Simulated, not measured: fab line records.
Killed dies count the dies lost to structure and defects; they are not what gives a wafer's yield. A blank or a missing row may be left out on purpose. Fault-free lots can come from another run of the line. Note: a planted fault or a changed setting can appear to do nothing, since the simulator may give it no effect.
Chamber matching / flow sky130 / SKY_LI_CONTACT_CMP_02 on cmp-02: 4 sister chambers
The step polishes PSG. 8 wafers are shown with their chamber, then 9 later ones without.

EACH WAFER AND ITS CHAMBER
wafer=L929.4; chamber=1; motor current A (A)=14.5; time to endpoint s (s)=33.1
wafer=L931.2; chamber=0; motor current A (A)=12.6; time to endpoint s (s)=32.5
wafer=L941.1; chamber=0; motor current A (A)=12.2; time to endpoint s (s)=29.3
wafer=L944.1; chamber=3; motor current A (A)=10.6; time to endpoint s (s)=34.3
wafer=L944.6; chamber=2; motor current A (A)=12.1; time to endpoint s (s)=34.2
wafer=L946.2; chamber=1; motor current A (A)=13.9; time to endpoint s (s)=27.6
wafer=L946.4; chamber=2; motor current A (A)=11.4; time to endpoint s (s)=33.1
wafer=L946.6; chamber=3; motor current A (A)=11.2; time to endpoint s (s)=34.7

WAFERS WHOSE CHAMBER IS MISSING
wafer=L949.1; motor current A (A)=11.8; time to endpoint s (s)=30.6
wafer=L949.4; motor current A (A)=11.1; time to endpoint s (s)=29.7
wafer=L949.5; motor current A (A)=10.9; time to endpoint s (s)=30.0
wafer=L947.1; motor current A (A)=13.9; time to endpoint s (s)=27.9
wafer=L947.3; motor current A (A)=12.5; time to endpoint s (s)=29.1
wafer=L947.6; motor current A (A)=13.4; time to endpoint s (s)=28.1
wafer=L948.1; motor current A (A)=11.9; time to endpoint s (s)=34.7
wafer=L948.2; motor current A (A)=10.9; time to endpoint s (s)=36.4
wafer=L948.4; motor current A (A)=13.4; time to endpoint s (s)=29.3

WHICH CHAMBER EACH ONE RAN IN
wafer=L949.1; from the rows above=can't be placed: 2 or 0 or 3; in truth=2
wafer=L949.4; from the rows above=can't be placed: 3 or 2 or 0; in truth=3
wafer=L949.5; from the rows above=can't be placed: 3 or 2 or 0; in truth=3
wafer=L947.1; from the rows above=1; in truth=1
wafer=L947.3; from the rows above=can't be placed: 0 or 2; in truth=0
wafer=L947.6; from the rows above=can't be placed: 1 or 0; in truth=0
wafer=L948.1; from the rows above=can't be placed: 2 or 0 or 3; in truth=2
wafer=L948.2; from the rows above=can't be placed: 3 or 2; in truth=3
wafer=L948.4; from the rows above=can't be placed: 1 or 0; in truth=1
Correctly placed: 1 of 9. From these rows, 8 cannot be placed; in 8 the true chamber is one of the candidates. Wrongly placed: 0.
How it was worked out, from the rows above alone: a wafer's distance from a chamber is the root of the sum, over the readings, of the square of ((its reading less the chamber's mean) divided by the reading's scatter). The wafer belongs to the nearest chamber; if the next one is less than 2 further off, it can't be placed. The mean given for a chamber averages the wafers shown for that chamber. The scatter: take each reading less its chamber's mean, square it, sum over the shown wafers, divide by the number of wafers less the number of chambers, and take the root.
